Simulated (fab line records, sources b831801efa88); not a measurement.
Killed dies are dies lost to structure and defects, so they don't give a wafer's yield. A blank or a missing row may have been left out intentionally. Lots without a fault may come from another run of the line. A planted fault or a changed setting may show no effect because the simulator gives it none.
Which tool was responsible? -- flow gf180mcu -- 13 lots (39 wafers sampled), 1 step of a 602-step route

## WHAT EACH GAUGE READ, for each wafer
GF_MIM_THK_MEAS_06.
lot,measured,on,MIM_CVD_05_THK (nm)
L211,day 24 11:39,film_metro-04,41.8 42.7 42.1
L212,day 25 00:41,film_metro-01,42.3 42.8 43.1
L214,day 25 18:03,film_metro-04,42.6 43.1 43.0
L215,day 26 00:39,film_metro-01,40.5 42.0 41.4
L216,day 26 11:51,film_metro-02,42.6 43.0 43.0
L217,day 26 16:26,film_metro-01,42.0 42.9 42.5
L218,day 26 22:25,film_metro-04,41.8 42.2 42.1
L219,day 27 05:37,film_metro-04,42.1 42.3 42.3
L221,day 27 21:56,film_metro-04,41.8 43.3 43.1
L222,day 28 13:10,film_metro-02,42.4 41.8 43.1
L226,day 29 11:06,film_metro-01,42.2 42.3 42.5
L229,day 30 02:44,film_metro-02,41.4 41.7 42.2
L232,day 30 22:41,film_metro-02,41.6 42.6 42.0

## WHICH TOOL RAN EACH LOT (tool, then ch and the chambers of the sampled wafers, then the start)
There is no process step in the record ahead of these readings.

## AS READ BY THE TOOLS THEMSELVES (means over the sampled wafers that have a number; for cases with no such wafer, the mark the record gives instead)
The record holds no such reading with a usual standard deviation.

## THE ANSWER, worked out from the rows above alone
Rule: what is usual is taken from the lots themselves. Put in order of their means at a reading, lots are off if they are a third of the lots or fewer, leave a main group of 4 or more, and stand apart from it by a gap of 3 or more times the standard deviation of the main group's means; of several such gaps the widest counts. A main group is skipped when, at the precision printed for the reading in the tables above, its means are all equal. A lot without any number at a reading at which 4 lots or more have one is off too. All remaining lots with rows at the step are treated as sound. The gauges are gone through in route order, then the tools' own readings, and for those a lot's mean is taken as printed above. The first step at which some lot is off is used, and at that step the reading that is off furthest; a lot without a number counts as furthest.
Nothing can be told from this: no lot is off at any reading shown.

## WHAT HAD BEEN PUT IN BY THE SIMULATOR
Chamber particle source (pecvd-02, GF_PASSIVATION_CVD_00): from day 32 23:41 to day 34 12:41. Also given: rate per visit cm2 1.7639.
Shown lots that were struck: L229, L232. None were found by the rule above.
